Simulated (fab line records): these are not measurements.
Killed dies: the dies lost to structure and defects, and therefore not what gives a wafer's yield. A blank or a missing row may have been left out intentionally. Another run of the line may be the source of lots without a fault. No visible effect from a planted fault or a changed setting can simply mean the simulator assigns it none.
A struck lot beside a sound one :: flow sky130 :: 29 steps out of a route of 708
Sound: the wafers L197.1, L197.3, L197.6. Wafers L180.1, L180.3, L180.5 were the ones struck. Last of all comes the cause.
Per side, at each step with rows, come the tool, then ch with its chambers, and then its first start. Under that, the readings that differ: sound wafers :: struck wafers :: difference of the means :: sigmas: that difference in standard deviations of wafers without a fault.
alike: same words and numbers on both sides, and readings whose means sit less than 2 such deviations apart. not compared: any withheld reading, any reading some wafer has no value for, any bound like >300 that may hide the same value, and any number with overlapping values for which the record gives no deviation.
Wherever a step has rows on one side only, a row that says differs or no value, or a row with sigmas, the two part there. Numbers that have no deviation but don't overlap get no sigmas and don't part them. Lack of a reading on every wafer of one side parts them only where that side has two or more wafers.

first, 1 step without rows for these wafers: SKY_FIELD_ISO_OXIDATION_01 (stabilise 600 s, purge 300 s, target thk 12 nm).
SKY_FIELD_ISO_CVD_03: deposits Si3N4 from DCS/NH3, target thk 165 nm, time 2830 s.
  sound on lpcvd-02 ch 1, day 6 04:21; struck on lpcvd-02 ch 0, day 2 13:46
reading: spikeTcCentreC (C)
sound: 768.4 769.9 769.3
struck: 777.3 777.2 778.2
difference: +8.4
sigmas: +6

reading: spikeTcTopC (C)
sound: 778 778 780
struck: 793 793 793
difference: +14
sigmas: +4

reading: spikeTcUpperC (C)
sound: 771.4 770.9 770.5
struck: 722.4 721.7 723.8
difference: -48.3
sigmas: -34

reading: zonePowerBottomPct (%)
sound: 15.6 15.8 15.7
struck: 21.2 21.4 21.1
difference: +5.5
sigmas: +2

reading: zonePowerCentrePct (%)
sound: 11.8 11.6 11.6
struck: 20.4 20.4 20.4
difference: +8.7
sigmas: +7

reading: zonePowerTopPct (%)
sound: 26.3 25.6 26.3
struck: 30.3 29.7 30.5
difference: +4.1
sigmas: +3

reading: zonePowerUpperPct (%)
sound: 14.00 14.15 14.03
struck: 0.20 0.19 0.20
difference: -13.86
sigmas: -50

reading: model.Si3N4_of_FIELD_ISO_CVD_03.thkNm (nm)
sound: 167.8 167.7 165.8
struck: 120.2 112.1 114.8
difference: -51.4
sigmas: 
SKY_FIELD_ISO_THK_MEAS_04:
  sound on filmMetro-04, day 6 07:02; struck on filmMetro-03, day 2 15:47
reading: FIELD_ISO_CVD_03_THK (nm)
sound: 167.8 167.7 165.9
struck: 120.2 112.1 114.8
difference: -51.4
sigmas: -32
  not compared: hold
then, 8 steps without rows for these wafers: SKY_FIELD_ISO_HMDS_06 (prime time 60 s); SKY_FIELD_ISO_COAT_07 (resist thk 60 nm); SKY_FIELD_ISO_COAT_08 (resist thk 450 nm); SKY_FIELD_ISO_SOFTBAKE_09 (time 90 s); SKY_FIELD_ISO_EXPOSE_10 (exposes mask FOM, target cd 150 nm); SKY_FIELD_ISO_PEB_11; SKY_FIELD_ISO_DEVELOP_12 (develop time 60 s); SKY_FIELD_ISO_ETCH_14 (etches BARC in N2/H2, stops on SiO2, time 45.9 s, target depth 60 nm).
SKY_FIELD_ISO_ETCH_15: etches the open film in CHF3/O2, stops on Si, target depth 180 nm, time 72 s.
  sound on rieDiel-04 ch 0,1, day 7 01:16; struck on rieDiel-02 ch 0,2, day 3 07:25
reading: oesProductAu (a.u.)
sound: 0.953 0.955 0.949
struck: 0.783 0.770 0.770
difference: -0.178
sigmas: -25

reading: throttleValvePct (%)
sound: 8.835 8.854 8.857
struck: 8.789 8.782 8.782
difference: -0.064
sigmas: -6

reading: model.etch.depthNm (nm)
sound: 167.8 167.7 165.8
struck: 120.2 112.1 114.8
difference: -51.4
sigmas: 
  alike: O2_flow_sccm, chf3FlowSccm, drypumpMotorCurrentA, rfFwdPowerW
  not compared: rfHoursCounterH
then, 10 steps without rows for these wafers: SKY_FIELD_ISO_STRIP_16 (strips in O2/N2); SKY_FIELD_ISO_ETCH_17 (etches Si in HBr/Cl2/O2, target depth 342 nm, time 97.7 s); SKY_FIELD_ISO_WET_ETCH_18 (etches Si3N4 in H3PO4, target depth 25 nm, time 286 s); SKY_FIELD_ISO_CLEAN_19 (cleans in SC1/SC2, time 150 s); SKY_FIELD_ISO_CLEAN_20 (cleans in dHF, time 20 s); SKY_FIELD_ISO_WET_ETCH_21 (etches SiO2 in dHF, target depth 20 nm, time 400 s); SKY_FIELD_ISO_OXIDATION_22 (stabilise 600 s, purge 300 s, target thk 10 nm); SKY_FIELD_ISO_CVD_24 (deposits SiO2, target thk 595 nm, time 99.2 s); SKY_FIELD_ISO_ANNEAL_26 (time 1800 s); SKY_FIELD_ISO_CMP_27 (polishes, stops on Si3N4, t overpolish 16 s, target thk 457.8 nm).
SKY_FIELD_ISO_WET_ETCH_28: etches SiO2 in dHF, target depth 23.7 nm, time 47 s.
  sound on wetBench-02 ch 3, day 7 07:49; struck on wetBench-04 ch 2, day 3 13:44
reading: model.Si3N4_of_FIELD_ISO_CVD_03.thkNm (nm)
sound: 121.7 121.9 119.8
struck: 73.74 65.88 68.33
difference: -51.82
sigmas: 
  alike: bathHeatDutyPct
then, 4 steps without rows for these wafers: SKY_FIELD_ISO_WET_ETCH_29 (etches Si3N4 in H3PO4, target depth 160 nm, time 1825 s); SKY_FIELD_ISO_WET_ETCH_30 (etches SiO2 in dHF, target depth 25 nm, time 50 s); SKY_NWELL_CLEAN_00 (cleans in SC1/SC2, time 150 s); SKY_NWELL_OXIDATION_01 (stabilise 600 s, purge 300 s, target thk 10 nm).
-- the record jumps here: 9 days lie between the struck wafers' starts before and after (it left off in module NWELL and takes up again in module SONOS_TUNNEL, whose first step shown is number 160 of the route) --
SKY_SONOS_TUNNEL_DEVELOP_06: develop time 60 s.
  sound on lithoTrack-04 ch 0, day 18 14:30; struck on lithoTrack-04 ch 0, day 12 20:06
reading: model.SONOS_TUNNEL.cdNm (nm)
sound: 411.7 411.7 411.3
struck: 415.2 412.9 412.7
difference: +2.0
sigmas: 
-- the record jumps here: 34 days lie between the struck wafers' starts before and after (it left off in module SONOS_TUNNEL and takes up again in module PAD_OPEN, whose first step shown is number 708 of the route) --
SKY_PAD_OPEN_PROBE_99:
  sound on prober-02, day 50 20:55; struck on prober-02, day 46 17:50
reading: model.etest.res_p_drift_20v.lineOhmUm
sound: 1.148e+04 1.093e+04 1.113e+04
struck: 9633 9204 9693
difference: -1670
sigmas: 

reading: model.etest.res_p_drift_20v.rsOhmSq
sound: 9650 9203 9322
struck: 8041 7800 8025
difference: -1436
sigmas: 

reading: model.etest.pfet_16v.rOnOhmUm
sound: 1.592e+04 1.554e+04 1.576e+04
struck: 1.403e+04 1.382e+04 1.392e+04
difference: -1.817e+03
sigmas: 

reading: model.etest.resIsoPwell.rsOhmSq
sound: 3752 3471 3601
struck: 2542 2431 2506
difference: -1115
sigmas: 

reading: model.etest.resIsoPwell.lineOhmUm
sound: 1435 1329 1359
struck: 956 915.5 952.5
difference: -433
sigmas: 

reading: model.etest.resNwell.lineOhmUm
sound: 1178 1142 1181
struck: 1030 1008 1016
difference: -149
sigmas: 

reading: model.etest.resNwell.rsOhmSq
sound: 1018 972 988.3
struck: 850.3 833.2 848.2
difference: -148.9
sigmas: 

reading: model.etest.resNwell.widthNm (nm)
sound: 851.8 845.2 844.5
struck: 821.2 829.6 830
difference: -20.2
sigmas: 
  alike: killed_at_M0_to_M3, killed_at_M4_up, killedAtContacts, killedAtFrontEnd, killedAtOther, killedDies, killedOpen, killedShort

== WHERE THEY PART ==
First at SKY_FIELD_ISO_CVD_03; last, within this record, at SKY_FIELD_ISO_ETCH_15. Later steps at which nothing parts them and some readings are alike: SKY_FIELD_ISO_WET_ETCH_28, SKY_PAD_OPEN_PROBE_99.

WHY: the cause the simulator had injected
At SKY_FIELD_ISO_CVD_03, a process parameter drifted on lpcvd-02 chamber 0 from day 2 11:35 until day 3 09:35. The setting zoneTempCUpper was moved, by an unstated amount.
